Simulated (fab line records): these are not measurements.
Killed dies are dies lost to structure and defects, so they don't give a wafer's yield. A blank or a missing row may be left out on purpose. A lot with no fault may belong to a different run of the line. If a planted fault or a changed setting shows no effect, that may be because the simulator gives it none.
One fault through the eyes of 2 desks    flow gf180mcu    what lay behind the numbers comes last; until then each desk has only its own

## THE METROLOGY DESK
What the gauges read for every lot (on any tool): the sampled wafers with a number, averaged. A lot is out of limits, marked OUT, if its mean lies more than 4 standard deviations from the usual mean; the brackets give that distance.
Columns: A = HV_LDD_02_OVL at GF_HV_LDD_OVL_MEAS_32, usual 0.6 nm; B = NSD_RS at GF_PSD_RS_MEAS_14, usual 46.14 ohm/sq; C = V2_BOW at GF_V2_BOW_MEAS_05, usual 98 um; D = V2_OVL at GF_V2_OVL_MEAS_15, usual -3 nm
lot   first seen here  A     B                 C    D
L383  day 11 13:17     1.9   46.19             103  -5
L384  day 11 21:52     -0.8  46.14             106  -2
L388  day 13 05:25     -0.1  46.13             95   -4
L390  day 13 20:07     1.0   46.03             86   -6
L392  day 14 15:43     0.8   46.10             105  -4
L395  day 15 13:09     2.1   46.00             101  -3
L396  day 15 19:58     0.3   46.19             105  -12
L399  day 17 01:14     0.3   46.25             96   4
L401  day 17 12:59     -0.3  46.24             99   -6
L402  day 17 21:16     -1.1  46.61 (+5.2) OUT  89   -1
L404  day 18 14:34     -0.7  46.25             98   -7
L405  day 18 20:54     1.6   46.54 (+4.4) OUT  91   0
This desk finds L402, L405 out of limits, with the earliest case on L402 at day 21 01:03 (NSD_RS at GF_PSD_RS_MEAS_14). L383, L384, L388, L390, L392, L395, L396, L399, L401, L404: within limits.

## DESK OF THE TOOL OWNER: implanter-02
GF_NSD_IMPLANT_09, tool's own readings: per-lot mean of the sampled wafers with a number, covering each lot this tool ran. A lot is out of limits, marked OUT, if its mean lies more than 4 standard deviations from the usual mean; the brackets give that distance.
Columns: A = beam_energy_keV at GF_NSD_IMPLANT_09, usual 59.998; B = dose_ions_cm2 at GF_NSD_IMPLANT_09, usual 3.999e+15; C = tilt_deg at GF_NSD_IMPLANT_09, usual 6.998 degrees
lot   first seen here  A                 B          C
L396  day 17 21:16     60.014            4.000e+15  7.000
L399  day 19 03:52     59.984            4.003e+15  7.015
L401  day 19 18:07     60.004            3.999e+15  6.963
L402  day 20 00:41     58.705 (-65) OUT  3.997e+15  6.987
L405  day 21 00:35     58.696 (-65) OUT  4.004e+15  6.993
This desk's verdict: out of limits on L402, L405, starting with L402 at day 20 00:41 (beam_energy_keV at GF_NSD_IMPLANT_09). L396, L399, L401: within limits.

## BROUGHT TOGETHER
An alarm could have come from the tool owner's desk at day 20 00:41, on L402, L405.
At day 21 01:03 the metrology desk could have sounded an alarm, on L402, L405.
Of the lots named, all ran GF_NSD_IMPLANT_09 on implanter-02.

## WHAT WAS PUT IN BY THE SIMULATOR
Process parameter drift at GF_NSD_IMPLANT_09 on implanter-02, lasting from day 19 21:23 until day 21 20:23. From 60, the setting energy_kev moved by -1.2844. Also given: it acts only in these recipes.
Struck lots among those shown: L402, L405.
Counting hours from when the fault started, the first reading out of limits came at 3 for the tool owner's desk and at 28 for the metrology desk.
